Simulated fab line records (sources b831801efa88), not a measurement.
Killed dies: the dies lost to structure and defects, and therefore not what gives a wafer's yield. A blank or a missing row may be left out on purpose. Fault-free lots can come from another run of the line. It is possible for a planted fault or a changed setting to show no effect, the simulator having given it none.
8D (eight disciplines) problem report, filled in by code / flow gf180mcu / the parts of the form that need people (team, actions taken, sign-off) are left out

1. WHAT WENT WRONG
Across 12 wafers from 4 lots, SAB_OVL at GF_SAB_OVL_MEAS_10 averages 53.4 nm, while fault-free wafers read -1.5 nm with a standard deviation of 1.3. Relative to the usual mean, that is a shift of +42 standard deviations.
First observed at day 20 23:11: wafer L278.1, on overlay-02. The record has a number at this step for 45 wafers belonging to 15 lots. Rule for "out" (also "out of limits"): further than 4 standard deviations from the usual mean. The rest of the wafers with a number are treated as sound.

2. WHAT IT IS, AND WHAT IT ISN'T
question=which readings at this step | is=SAB_OVL | is not=-
question=which lots | is=L278, L280, L281, L283 | is not=L264, L266, L267, L268, L272, L275, L276, L277, L279, L284, L286
question=which wafers of those lots | is=all that have a number | is not=-
question=read on which gauges | is=overlay-01, overlay-02 | is not=-
question=when | is=from day 20 23:11 | is not=up to then (24 sound wafers); but 9 sound wafers of L279, L284, L286 came after

3. THE SUSPECTS, EACH WITH WHAT RULES IT OUT
Counting: any tool at a process step up to the reading is kept as a suspect provided that every lot that is out went through it and no sound lot did after the first of them.
- the gauge at GF_SAB_OVL_MEAS_10: ruled out. 2 gauges (overlay-01, overlay-02) read the wafers that are out.
- ilineStepper-01 at GF_SAB_EXPOSE_06 (exposes mask SAB, target cd 420 nm): kept. It ran every lot that is out, first L278 (day 20 11:22), and no sound lot after that; its last sound lot up to then is L276 (day 19 12:28).
After counting, what remains is ilineStepper-01 at GF_SAB_EXPOSE_06.

4. THE CAUSE (what the simulator had put in)
Scanner matching overlay: ilineStepper-01, from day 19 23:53 on, at GF_SAB_EXPOSE_06. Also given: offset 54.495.
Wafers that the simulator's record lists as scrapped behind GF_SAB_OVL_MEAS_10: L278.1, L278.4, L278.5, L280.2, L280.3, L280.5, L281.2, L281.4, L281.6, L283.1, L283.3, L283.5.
After counting, this tool was the only one left.

5. SEQUENCE OF EFFECTS, ordered by route
Each row: a reading whose mean over the struck wafers that have a number lies more than 3 standard deviations from the usual. Only readings for which the record gives a usual standard deviation are gone through. hours: the time from each lot's start at the first step in this table that gives one to its start at this step, as a median over the lots. sigmas: the change in usual standard deviations.
hours=0; step=GF_SAB_OVL_MEAS_10; reading=SAB_OVL; usual=-1.5 nm; on struck wafers=53.4; change=+54.9; sigmas=+42

6. HOW IT WOULD HAVE BEEN CAUGHT EARLIER
In this record the first reading out of limits at a measuring or inspecting step was taken at day 20 23:11, 23 hours after the fault began at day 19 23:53.
L280, L281, L283, from the lots that are out (4), started GF_SAB_EXPOSE_06 on ilineStepper-01 later than day 20 23:11. A hold on the tool at that time would have spared those 3.
